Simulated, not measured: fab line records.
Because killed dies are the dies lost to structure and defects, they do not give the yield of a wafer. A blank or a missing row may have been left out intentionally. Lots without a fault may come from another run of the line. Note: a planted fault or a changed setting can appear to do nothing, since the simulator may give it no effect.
A struck lot beside a sound one | flow sky130 | 17 steps out of a route of 708
Sound: wafers L476.1, L476.2, L476.5. Wafers struck: L485.1, L485.4, L485.5. The cause comes at the end.
For every step that has rows: the tool of each side, followed by ch and its chambers, followed by its first start. Under that, the readings that differ: sound wafers | struck wafers | difference of the means | sigmas: that difference in standard deviations of wafers without a fault.
alike: a reading whose means differ by less than 2 such deviations, as well as words and numbers matching on both sides. not compared: withheld readings; readings where some wafer has no value; bounds like >300 that might hide an equal value; numbers whose values overlap and for which the record gives no deviation.
The two part at a step that has a row with sigmas, a row that says differs or no value, or rows on one side only. Numbers that have no deviation but don't overlap get no sigmas and don't part them. A reading that every wafer of one side lacks parts them only if that side has two wafers or more.

first, 1 step without rows for these wafers: SKY_VT_ADJUST_NCORE_IMPLANT_09.
SKY_VT_ADJUST_NCORE_STRIP_10: strips in O2/N2.
  sound on plasmaAsher-04 ch 0,1, day 11 05:37; struck on plasmaAsher-03 ch 1, day 13 20:13
  alike: drypumpMotorCurrentA, oesProductAu, stripTimeToEndpointS
  not compared: rfHoursCounterH
SKY_VT_ADJUST_NCORE_TW_MEAS_11:
  struck on filmMetro-02, day 13 20:19; sound on filmMetro-03, day 11 05:43
  alike: VT_ADJUST_NCORE_TW
then, 7 steps without rows for these wafers: SKY_VT_ADJUST_HVTR_DEHYDRATE_00 (time 60 s); SKY_VT_ADJUST_HVTR_HMDS_01 (prime time 60 s); SKY_VT_ADJUST_HVTR_COAT_02 (resist thk 1156 nm); SKY_VT_ADJUST_HVTR_SOFTBAKE_03 (time 60 s); SKY_VT_ADJUST_HVTR_EXPOSE_04 (exposes mask HVTRM, target cd 380 nm); SKY_VT_ADJUST_HVTR_PEB_05; SKY_VT_ADJUST_HVTR_DEVELOP_06 (develop time 60 s).
SKY_VT_ADJUST_HVTR_CD_MEAS_07: the cd target is 380 nm.
  struck on cdSem-02, day 14 22:20; sound on cdSem-01, day 12 04:58
  alike: cdNm
SKY_VT_ADJUST_HVTR_OVL_MEAS_08:
  struck on overlay-01, day 14 22:27; sound on overlay-01, day 12 05:05
  alike: VT_ADJUST_HVTR_OVL
SKY_VT_ADJUST_HVTR_IMPLANT_09:
  sound on implanter-03 ch 0, day 12 05:07; struck on implanter-02 ch 0, day 14 22:49
SKY_VT_ADJUST_HVTR_STRIP_10: strips in O2/N2.
  sound on plasmaAsher-02 ch 0,1, day 12 05:16; struck on plasmaAsher-02 ch 0,1, day 14 22:58
  alike: drypumpMotorCurrentA, oesProductAu, stripTimeToEndpointS
  not compared: rfHoursCounterH
SKY_VT_ADJUST_HVTR_TW_MEAS_11:
  struck on filmMetro-01, day 14 23:04; sound on filmMetro-02, day 12 05:22
reading           | sound             | struck            | difference | sigmas
VT_ADJUST_HVTR_TW | 214.4 214.4 214.1 | 256.1 255.7 256.1 | +41.7      | +25
then, 1 step without rows for these wafers: SKY_VT_ADJUST_PCH_DEHYDRATE_00 (time 60 s).
-- here the record skips 35 days between the struck wafers' starts before and after, leaving off in module VT_ADJUST_PCH and picking up in module PAD_OPEN (first step shown: number 708 of the route) --
SKY_PAD_OPEN_PROBE_99:
  struck on prober-01, day 50 00:38; sound on prober-01, day 47 21:57
reading                                 | sound                   | struck                  | difference | sigmas
model.etest.pfet_01v8_mvt.driveUaUm     | 151.4 152.8 150.1       | 198.1 194.3 194.6       | +44.2      | 
model.etest.pfet_01v8_mvt.offLog10AUm   | -11.05 -10.92 -10.95    | -6.8 -6.995 -6.851      | +4.1       | 
model.etest.pfet_01v8_mvt.vtSatV (V)    | -0.5857 -0.5896 -0.5807 | -0.1625 -0.1702 -0.1641 | +0.4197    | 
model.etest.pfet_01v8_mvt.vtV (V)       | -0.6736 -0.679 -0.6691  | -0.3202 -0.3233 -0.3137 | +0.3548    | 
model.etest.pfet_01v8_mvt.vtLongV (V)   | -0.8789 -0.8812 -0.8788 | -0.5817 -0.5791 -0.5718 | +0.3021    | 
model.etest.pfet_01v8_mvt.bodyRiseV (V) | -0.1816 -0.1798 -0.1838 | -0.1978 -0.2012 -0.201  | -0.0183    | 
  alike: killed_at_M0_to_M3, killed_at_M4_up, killedAtContacts, killedAtFrontEnd, killedAtOther, killedDies, killedOpen, killedShort

## WHERE THEY PART
Within this record, at SKY_VT_ADJUST_HVTR_TW_MEAS_11 only. Later steps at which nothing parts them and some readings are alike: SKY_PAD_OPEN_PROBE_99.

WHY: whatever the simulator had introduced
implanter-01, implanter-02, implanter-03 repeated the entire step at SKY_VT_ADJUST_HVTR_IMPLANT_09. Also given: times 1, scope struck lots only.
